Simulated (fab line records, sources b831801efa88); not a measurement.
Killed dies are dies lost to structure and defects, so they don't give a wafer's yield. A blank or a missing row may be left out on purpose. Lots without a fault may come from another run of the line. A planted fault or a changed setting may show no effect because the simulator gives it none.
fab line records | flow sky130
record lots=5 wafers=15 last_day=50
route steps=708 shown POLY_CUT@312 SD_P@320
lots that met no fault: from a run of the same line without faults
start_h: hours from the record's first day to the start of the lot's first wafer shown | wait_h: hours since the lot's step before | " the same as in the row above | L1.1+2: a row that stands for several wafers | - no value, or no start given | * or withheld: withheld | < > ~ a bound
route shown NAME@n: a module of which the file shows steps, and the number in the route of the first | usual: mean/standard deviation of fault-free wafers | same: alike in all rows | chamber/n: place in a boat | sites: the reading at each site | _std_site: their standard deviation | _edge_site: outer sites' mean less inner sites' | radius_mm: how far each site lies from the wafer's centre | mask NAME#n: copy n | behind: the tool/chamber that last shaped the wafer | hold: why the lot was held/for how many hours/how that ended | device: the transistor (n, p or np) that didn't switch | end of line: the same wafers' tests at the end of the route | a step without rows: its recipe alone | killed: dies lost to structure and defects at the first sort, not the wafer's yield | map: a wafer's dies, x killed, . not, _ none there
set.NAME: the setting as run; set.NAME@STEP: as run at that earlier step | model.NAME: the simulator's own value behind a step, which no gauge read
lots at some steps of the route; a table a step, a row a wafer
services: from which hour (start_h, from the record's first day; less than 0 if before it) a tool's chamber was out of use, for how many hours, and why
## steps
# step SKY_POLY_CUT_EXPOSE_05
# recipe mask_id=NPCM na=0.8 source_shape=annular sigma_inner=0.55 sigma_outer=0.85 target_cd_nm=270 dose_mj=32
# step SKY_POLY_CUT_PEB_06
# recipe peb_temp_c=withheld peb_time_s=withheld resist=KrF-thick
# step SKY_POLY_CUT_DEVELOP_07
# recipe develop_time_s=60 resist=KrF-thick dev_temp_c=21
# step SKY_POLY_CUT_CD_MEAS_08
# recipe target_cd_nm=270
# usual cd_nm=270.0/1.3
# columns lot.wafer tool chamber start_h wait_h cd_nm
L565.1 cd_sem-02 - 586.03 - 268.2
L565.2 " - " " 267.8
L565.3 " - " " 267.1
L576.4 cd_sem-01 - 675.90 - 270.7
L576.5 " - " " 269.6
L576.6 " - " " 271.9
L579.2 cd_sem-02 - 704.41 - 272.0
L579.3 " - " " 269.0
L579.5 " - " " 270.8
L581.4 cd_sem-02 - 713.10 - 270.6
L581.5 " - " " 270.9
L581.6 " - " " 271.4
L583.1 cd_sem-02 - 726.88 - 272.4
L583.2 " - " " 270.6
L583.4 " - " " 270.4
# step SKY_POLY_CUT_OVL_MEAS_09
# usual POLY_CUT_OVL=1/6
# columns lot.wafer tool chamber start_h wait_h POLY_CUT_OVL[nm]
L565.1 overlay-01 - 586.15 0.1 -8
L565.2 " - " " -3
L565.3 " - " " -12
L576.4 overlay-01 - 675.98 0.1 4
L576.5 " - " " -2
L576.6 " - " " 12
L579.2 overlay-01 - 704.52 0.1 7
L579.3 " - " " 6
L579.5 " - " " 3
L581.4 overlay-02 - 713.18 0.1 -1
L581.5 " - " " -8
L581.6 " - " " -5
L583.1 overlay-02 - 727.00 0.1 3
L583.2 " - " " 1
L583.4 " - " " -3
# step SKY_POLY_CUT_ETCH_10
# recipe chemistry=N2/H2 target=BARC ion_energy_ev=200 source_w=500 bias_w=100 pressure_mtorr=30 n2_flow_sccm=100 h2_flow_sccm=200 stop_on=SiO2 time_s=45.9 target_depth_a=600
# usual drypump_motor_current_A=5.7/0.54 oes_product_au=0.855/0.0044 throttle_valve_pct=13.225/0.0088
# columns lot.wafer tool chamber start_h wait_h drypump_motor_current_A oes_product_au rf_hours_counter_h throttle_valve_pct
L565.1 rie_diel-02 2 586.18 0.0 6.1 0.854 10 13.227
L565.2 " 3 " " 5.5 0.852 19 13.228
L565.3 " 0 " " 5.1 0.850 33 13.212
L576.4 rie_diel-02 2 676.02 0.0 6.1 0.858 - 13.226
L576.5 " 0 " " 5.1 0.852 - 13.226
L576.6 " 3 " " 5.5 0.850 - 13.233
L579.2 rie_diel-01 2 704.55 0.0 5.1 0.851 5 13.221
L579.3 " 1 " " 4.9 0.854 2 13.230
L579.5 " 0 " " 5.8 0.851 - 13.224
L581.4 rie_diel-04 1 713.20 0.0 6.3 0.855 12 13.214
L581.5 " 2 " " 6.4 0.858 - 13.230
L581.6 " 1 " " 6.3 0.867 - 13.211
L583.1 rie_diel-02 1 727.03 0.0 5.2 0.857 11 13.224
L583.2 " 2 " " 6.0 0.852 14 13.221
L583.4 " 3 " " 5.5 0.853 23 13.213
# step SKY_POLY_CUT_ETCH_11
# recipe target=Si3N4 chemistry=CF4/CH2F2/Ar stop_on=poly-Si source_w=600 bias_w=150 pressure_mtorr=40 cf4_flow_sccm=40 ch2f2_flow_sccm=20 Ar_flow_sccm=150 time_s=43.17 target_depth_a=600
# usual cf4_flow_sccm=40.00/0.14 drypump_motor_current_A=5.7/0.54 oes_product_au=0.828/0.0065 throttle_valve_pct=14.995/0.011
# columns lot.wafer tool chamber start_h wait_h cf4_flow_sccm drypump_motor_current_A oes_product_au rf_hours_counter_h throttle_valve_pct
L565.1 rie_diel-02 2 586.23 0.0 40.05 6.1 0.824 10 14.976
L565.2 " 3 " " 39.80 5.5 0.827 19 15.003
L565.3 " 0 " " 40.24 5.2 0.831 33 15.006
L576.4 rie_diel-02 2 676.06 0.0 39.75 6.0 0.818 - 15.006
L576.5 " 0 " " 40.08 5.2 0.816 - 15.000
L576.6 " 3 " " 40.02 5.5 0.830 - 14.990
L579.2 rie_diel-01 2 704.59 0.0 40.00 5.1 0.831 5 15.000
L579.3 " 1 " " 39.84 4.9 0.833 2 14.999
L579.5 " 0 " " 39.98 5.8 0.841 - 15.001
L581.4 rie_diel-04 1 713.24 0.0 40.05 6.3 0.829 12 15.003
L581.5 " 2 " " 40.02 6.4 0.812 - 15.005
L581.6 " 1 " " 40.32 6.3 0.837 - 14.985
L583.1 rie_diel-02 1 727.08 0.0 39.86 5.2 0.822 11 14.994
L583.2 " 2 " " 40.10 6.0 0.831 14 14.994
L583.4 " 3 " " 39.92 5.5 0.836 23 15.007
# step SKY_POLY_CUT_STRIP_12
# recipe chemistry=O2/N2 power_w=1400 pressure_mtorr=1500 platen_temp_c=withheld o2_flow_sccm=3000 n2_flow_sccm=300 overash_fraction=0.5
# usual drypump_motor_current_A=5.6/0.39 oes_product_au=0.452/0.0055 strip_time_to_endpoint_s=5.360/0.019
# columns lot.wafer tool chamber start_h wait_h drypump_motor_current_A oes_product_au rf_hours_counter_h strip_time_to_endpoint_s
L565.1 plasma_asher-02 0 586.27 0.0 5.3 0.449 44 5.376
L565.2 " 1 " " 6.1 0.455 44 5.366
L565.3 " 1 " " 6.1 0.455 - 5.357
L576.4 plasma_asher-01 1 676.11 0.0 5.5 0.454 - 5.378
L576.5 " 0 " " 5.3 0.450 - 5.364
L576.6 " 1 " " 5.5 0.445 - 5.364
L579.2 plasma_asher-01 0 704.63 0.0 5.3 0.451 27 5.351
L579.3 " 0 " " 5.4 0.456 - 5.369
L579.5 " 0 " " 5.3 0.459 - 5.327
L581.4 plasma_asher-01 1 713.32 0.1 5.5 0.455 - 5.350
L581.5 " 0 " " 5.4 0.456 - 5.360
L581.6 " 1 " " 5.5 0.449 - 5.351
L583.1 plasma_asher-02 0 727.12 0.0 5.3 0.449 59 5.332
L583.2 " 1 " " 6.1 0.462 59 5.349
L583.4 " 1 " " 6.2 0.443 - 5.372
# step SKY_SD_P_DEHYDRATE_00
# recipe temp_c=200 time_s=60
# step SKY_SD_P_HMDS_01
# recipe prime_time_s=60 prime_temp_c=120
# step SKY_SD_P_COAT_02
# recipe resist=NOVOLAK spin_rpm=3000 resist_thk_nm=1140
# step SKY_SD_P_SOFTBAKE_03
# recipe temp_c=90 time_s=60 resist=NOVOLAK
# step SKY_SD_P_EXPOSE_04
# recipe mask_id=PSDM na=0.6 source_shape=conventional sigma_outer=0.6 polarization=unpolarized target_cd_nm=380 dose_mj=138
# usual focus_offset_nm=0.1/0.68
# columns lot.wafer tool chamber start_h wait_h mask focus_offset_nm
L565.1 iline_stepper-01 0 601.22 - LDNTM#0 -0.1
L565.2 " 0 " " LDNTM#0 0.5
L565.3 " 0 " " LDNTM#0 1.0
L576.4 iline_stepper-02 0 689.85 - PSDM#0 0.0
L576.5 " 0 " " PSDM#0 0.4
L576.6 " 0 " " PSDM#0 -0.4
L579.2 iline_stepper-01 0 719.26 - PSDM#0 -2.1
L579.3 " 0 " " PSDM#0 -0.2
L579.5 " 0 " " PSDM#0 -0.3
L581.4 iline_stepper-01 0 727.12 - PSDM#0 -0.5
L581.5 " 0 " " PSDM#0 -0.6
L581.6 " 0 " " PSDM#0 0.2
L583.1 iline_stepper-01 0 740.56 - PSDM#0 -0.7
L583.2 " 0 " " PSDM#0 -0.1
L583.4 " 0 " " PSDM#0 0.5
# step SKY_SD_P_PEB_05
# recipe temp_c=withheld time_s=* resist=NOVOLAK
# step SKY_SD_P_DEVELOP_06
# recipe resist=NOVOLAK developer=TMAH develop_time_s=60 dev_temp_c=23
# step SKY_SD_P_CD_MEAS_07
# recipe target_cd_nm=380
# usual cd_nm=380.2/1.9
# columns lot.wafer tool chamber start_h wait_h cd_nm
L565.1 cd_sem-01 - 615.61 0.1 -
L565.2 " - " " -
L565.3 " - " " -
L576.4 cd_sem-02 - 703.09 0.2 382.5
L576.5 " - " " 380.6
L576.6 " - " " 384.8
L579.2 cd_sem-02 - 732.13 0.1 382.7
L579.3 " - " " 382.9
L579.5 " - " " 379.7
L581.4 cd_sem-01 - 740.05 0.1 383.3
L581.5 " - " " 382.3
L581.6 " - " " 382.1
L583.1 cd_sem-01 - 754.34 0.1 380.9
L583.2 " - " " 380.0
L583.4 " - " " 377.9
# step SKY_SD_P_OVL_MEAS_08
# usual SD_P_OVL=0.4/1.4
# columns lot.wafer tool chamber start_h wait_h SD_P_OVL[nm]
L565.1 overlay-01 - 615.73 0.1 -
L565.2 " - " " -
L565.3 " - " " -
L576.4 overlay-02 - 703.17 0.1 2.0
L576.5 " - " " 0.7
L576.6 " - " " 1.4
L579.2 overlay-01 - 732.23 0.1 1.4
L579.3 " - " " 1.4
L579.5 " - " " 1.2
L581.4 overlay-02 - 740.13 0.1 -1.3
L581.5 " - " " -2.1
L581.6 " - " " -3.3
L583.1 overlay-02 - 754.46 0.1 2.4
L583.2 " - " " 0.9
L583.4 " - " " 0.2
# step SKY_SD_P_IMPLANT_09
# recipe species=BF2 energy_kev=20 dose_cm2=3e+15 tilt_deg=0
# step SKY_SD_P_STRIP_10
# recipe chemistry=O2/N2 power_w=1400 pressure_mtorr=1500 platen_temp_c=withheld o2_flow_sccm=3000 n2_flow_sccm=300 overash_fraction=0.5
# usual drypump_motor_current_A=5.6/0.34 oes_product_au=0.618/0.0047 strip_time_to_endpoint_s=17.50/0.04
# columns lot.wafer tool chamber start_h wait_h drypump_motor_current_A oes_product_au rf_hours_counter_h strip_time_to_endpoint_s
L565.1 plasma_asher-04 0 615.92 0.1 5.6 0.616 81 17.52
L565.2 " 1 " " 6.3 0.617 81 17.54
L565.3 " 0 " " 5.6 0.615 - 17.49
L576.4 plasma_asher-01 1 703.37 0.1 5.5 0.611 - 17.56
L576.5 " 1 " " 5.5 0.613 - 17.50
L576.6 " 0 " " 5.3 0.615 - 17.49
L579.2 plasma_asher-03 0 732.41 0.1 5.7 0.612 103 17.51
L579.3 " 1 " " 5.3 0.619 - 17.47
L579.5 " 1 " " 5.2 0.610 - 17.49
L581.4 plasma_asher-04 1 740.33 0.1 6.3 0.609 - 17.39
L581.5 " 0 " " 5.6 0.615 - 17.45
L581.6 " 1 " " 6.3 0.619 - 17.44
L583.1 plasma_asher-01 0 754.65 0.1 5.3 0.614 31 17.43
L583.2 " 1 " " 5.5 0.610 31 17.41
L583.4 " 1 " " 5.5 0.625 - 17.46
# step SKY_SD_P_TW_MEAS_11
# usual SD_P_TW=2829/17
# columns lot.wafer tool chamber start_h wait_h hold SD_P_TW
L565.1 film_metro-01 - 616.02 0.1 await_dispo/0.2h/release 30
L565.2 " - " " await_dispo/0.2h/release 30
L565.3 " - " " await_dispo/0.2h/release 30
L565.1 film_metro-01 - 616.24 0.2 - 30
L565.2 " - " " - 30
L565.3 " - " " - 30
L576.4 film_metro-02 - 703.47 0.1 - 2851
L576.5 " - " " - 2840
L576.6 " - " " - 2842
L579.2 film_metro-02 - 732.52 0.1 - 2839
L579.3 " - " " - 2840
L579.5 " - " " - 2839
L581.4 film_metro-03 - 740.43 0.1 - 2808
L581.5 " - " " - 2815
L581.6 " - " " - 2811
L583.1 film_metro-01 - 754.75 0.1 - 2838
L583.2 " - " " - 2815
L583.4 " - " " - 2830
## services
# columns tool chamber start_h hours kind
rie_diel-02 2 562.37 3.8 repair
rie_diel-01 - 562.60 2.8 pm
rie_diel-01 - 566.10 1.1 repair
rie_diel-04 1 570.94 2.2 repair
iline_stepper-01 - 572.15 1.7 pm
rie_diel-02 2 587.67 14.8 repair
rie_diel-01 0 588.38 - clean
rie_diel-01 0 588.38 12.9 scheduled_down
rie_diel-04 1 599.32 7.9 repair
plasma_asher-04 - 622.60 6.4 pm
iline_stepper-02 - 625.26 1.8 repair
plasma_asher-04 - 629.54 2.2 repair
rie_diel-04 3 631.58 29.8 repair
plasma_asher-02 - 633.60 2.0 repair
iline_stepper-01 - 637.00 4.3 pm
rie_diel-04 0 641.52 21.9 repair
plasma_asher-01 - 662.06 0.8 repair
rie_diel-02 1 673.18 30.8 repair
rie_diel-04 2 714.04 2.8 repair
plasma_asher-03 - 726.33 2.0 repair
plasma_asher-04 - 727.83 0.9 repair
plasma_asher-01 - 728.85 14.0 repair
plasma_asher-03 - 733.75 9.0 pm
plasma_asher-04 - 741.54 3.8 repair
## key
first_sign step=SKY_SD_P_EXPOSE_04 reading=mask direction=changed
effect step=SKY_SD_P_CD_MEAS_07 reading=cd_nm direction=missing
effect step=SKY_SD_P_OVL_MEAS_08 reading=SD_P_OVL direction=missing
effect step=SKY_SD_P_TW_MEAS_11 reading=visit direction=added
effect step=SKY_SD_P_TW_MEAS_11 reading=SD_P_TW direction=down sigmas=99+ usual=2829 struck=30
met_at SKY_SD_P_EXPOSE_04
struck_wafers L565.1,L565.2,L565.3
scrapped_behind SKY_SD_P_TW_MEAS_11 L565.1,L565.2,L565.3
fault kind=wrong_mask tool=any chamber=- onset_h=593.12 steps=SKY_SD_P_EXPOSE_04 aux_copy=LDNTM#0 scope=struck_lots_only
